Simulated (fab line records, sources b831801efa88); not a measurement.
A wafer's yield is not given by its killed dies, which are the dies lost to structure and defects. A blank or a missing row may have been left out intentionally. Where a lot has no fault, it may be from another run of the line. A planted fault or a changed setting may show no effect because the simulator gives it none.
Matching of chambers    flow gf180mcu    cmp-01 running GF_V2_CMP_04: 4 sister chambers
The step polishes SiO2. 18 wafers are shown with their chamber, then 9 later ones without.

## WAFERS WITH THEIR CHAMBER
wafer   chamber  motor current A (A)  time to endpoint s (s)  head pressure psi (psi)
L348.1  0        12.0                 81                      3.992
L348.3  2        11.9                 75                      4.000
L348.4  3        12.0                 76                      4.009
L350.2  3        11.6                 81                      3.989
L350.4  0        12.1                 91                      3.992
L350.6  3        11.9                 84                      3.993
L354.1  2        11.6                 83                      3.996
L354.3  3        11.9                 80                      4.006
L354.4  1        12.6                 89                      3.992
L356.2  0        13.1                 80                      3.984
L356.4  3        12.1                 90                      3.992
L356.6  3        11.1                 85                      4.001
L357.1  2        11.8                 79                      3.997
L357.3  0        12.4                 82                      3.996
L357.4  3        11.7                 86                      3.997
L358.1  1        12.7                 74                      4.006
L358.5  0        11.9                 83                      4.013
L358.6  1        12.3                 82                      3.986

SIGNATURES, as means of the wafers listed above
reading             chamber 0  chamber 1  chamber 2  chamber 3  scatter within a chamber
motor current A     12.300     12.533     11.767     11.757     0.354
time to endpoint s  83.40      81.67      79.00      83.14      4.98
head pressure psi   3.99540    3.99467    3.99767    3.99814    0.00853
Rule: for a wafer and a chamber, the distance is found by dividing, reading by reading, the gap between the wafer's reading and the chamber's mean by the reading's scatter, squaring, summing and taking the root. The wafer belongs to the nearest chamber; if the next one is less than 2 further off, it can't be placed. The scatter is the square root of a quotient: the sum, over the shown wafers, of each reading's squared deviation from its chamber's mean, divided by wafers minus chambers.

## WAFERS WITH NO CHAMBER GIVEN
wafer   motor current A (A)  time to endpoint s (s)  head pressure psi (psi)
L359.1  11.6                 77                      4.000
L359.5  12.3                 80                      4.000
L359.6  11.6                 81                      4.006
L361.2  11.4                 80                      4.005
L361.3  11.7                 84                      3.993
L361.4  12.2                 86                      3.987
L367.1  11.7                 79                      3.998
L367.2  12.4                 78                      4.002
L367.3  12.5                 85                      3.993

## WHICH CHAMBER EACH ONE RAN IN
wafer   from the rows above                in truth
L359.1  can't be placed: 2 or 3 or 0       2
L359.5  can't be placed: 0 or 1 or 2 or 3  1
L359.6  can't be placed: 3 or 2 or 0 or 1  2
L361.2  can't be placed: 2 or 3 or 0       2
L361.3  can't be placed: 3 or 2 or 0 or 1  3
L361.4  can't be placed: 0 or 1 or 3 or 2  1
L367.1  can't be placed: 2 or 3 or 0       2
L367.2  can't be placed: 1 or 0 or 2 or 3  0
L367.3  can't be placed: 1 or 0 or 3 or 2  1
Correct placement for 0 of the 9. Cannot be placed on the basis of these rows: 9; the candidates contain the true chamber in 9. 0 placed wrongly.
